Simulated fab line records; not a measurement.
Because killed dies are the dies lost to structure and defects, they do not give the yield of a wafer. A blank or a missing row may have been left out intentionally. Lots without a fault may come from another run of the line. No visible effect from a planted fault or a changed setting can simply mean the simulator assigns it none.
Which tool was responsible? -- flow sky130 -- 18 wafers sampled from 6 lots at 1 step of a route of 708

WHAT THE GAUGES SHOWED, per wafer
SKY_SONOS_ONO_THK_MEAS_03.
lot,measured,on,SONOS_ONO_CVD_02_THK (nm)
L622,day 12 04:42,film_metro-03,10.35 10.45 10.57
L628,day 14 07:45,film_metro-03,10.93 10.82 10.83
L634,day 16 06:11,film_metro-01,10.50 10.43 10.39
L637,day 17 09:38,film_metro-01,10.65 10.69 10.73
L640,day 18 08:39,film_metro-01,10.41 10.49 10.50
L643,day 19 05:27,film_metro-03,10.75 10.66 10.76

WHAT TOOL EACH LOT RAN ON (gives the tool, then ch and the chambers of the sampled wafers, and finally the start)
Record: no process step prior to these readings.

THE ANSWER, worked out from the rows above alone
Rule: the lots themselves supply what counts as usual. The widest of any qualifying gaps counts: lots, ordered by their means at a reading, are off when they make up no more than a third of the lots, leave a main group of 4 or more, and stand apart from it by 3 or more times the standard deviation of that group's means. Not used: any main group whose means are identical at the precision the tables above print for the reading. A lot without any number at a reading at which 4 lots or more have one is off too. Where the step has rows for the other lots, those lots are counted as sound.
No lot is off on any of the readings shown, so nothing can be concluded from this.

WHAT WAS PUT IN BY THE SIMULATOR
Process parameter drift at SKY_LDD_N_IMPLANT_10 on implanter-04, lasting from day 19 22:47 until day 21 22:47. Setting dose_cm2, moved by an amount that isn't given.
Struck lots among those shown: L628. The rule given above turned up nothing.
